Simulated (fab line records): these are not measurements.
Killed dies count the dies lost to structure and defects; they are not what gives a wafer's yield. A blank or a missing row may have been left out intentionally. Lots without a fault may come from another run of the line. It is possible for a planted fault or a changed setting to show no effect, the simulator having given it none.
What tool caused it? ; flow sky130 ; 36 wafers sampled from 12 lots at 1 step of a route of 708

== WHAT THE GAUGES SHOWED, per wafer ==
SKY_VIA1_THK_MEAS_01.
lot;measured;on;VIA1_HDPCVD_THK (nm)
L075;day 34 07:56;film-metro-04;966 978 1010
L077;day 35 07:07;film-metro-02;985 987 972
L079;day 35 13:40;film-metro-01;996 979 996
L081;day 36 15:22;film-metro-01;982 980 991
L083;day 36 20:28;film-metro-04;985 992 968
L085;day 37 18:30;film-metro-02;989 997 996
L087;day 38 03:51;film-metro-02;976 994 984
L089;day 38 20:02;film-metro-04;971 965 990
L091;day 39 05:29;film-metro-01;966 983 972
L093;day 39 20:53;film-metro-01;988 1000 992
L095;day 40 14:45;film-metro-02;980 984 984
L097;day 41 00:04;film-metro-02;1002 978 991

== WHICH TOOL RAN EACH LOT (tool, then ch and the chambers of the sampled wafers, then the start) ==
The record holds no process step before these readings.

== THE ANSWER, worked out from the rows above alone ==
Rule: what is usual is taken from the lots themselves. Put in order of their means at a reading, lots are off if they are a third of the lots or fewer, leave a main group of 4 or more, and stand apart from it by a gap of 3 or more times the standard deviation of the main group's means; of several such gaps the widest counts. A main group is skipped when, at the precision printed for the reading in the tables above, its means are all equal. A lot without any number at a reading at which 4 lots or more have one is off too. Where the step has rows for the other lots, those lots are counted as sound.
Across all readings shown, no lot is off: no conclusion can be drawn from this.

== WHAT THE SIMULATOR HAD PUT IN ==
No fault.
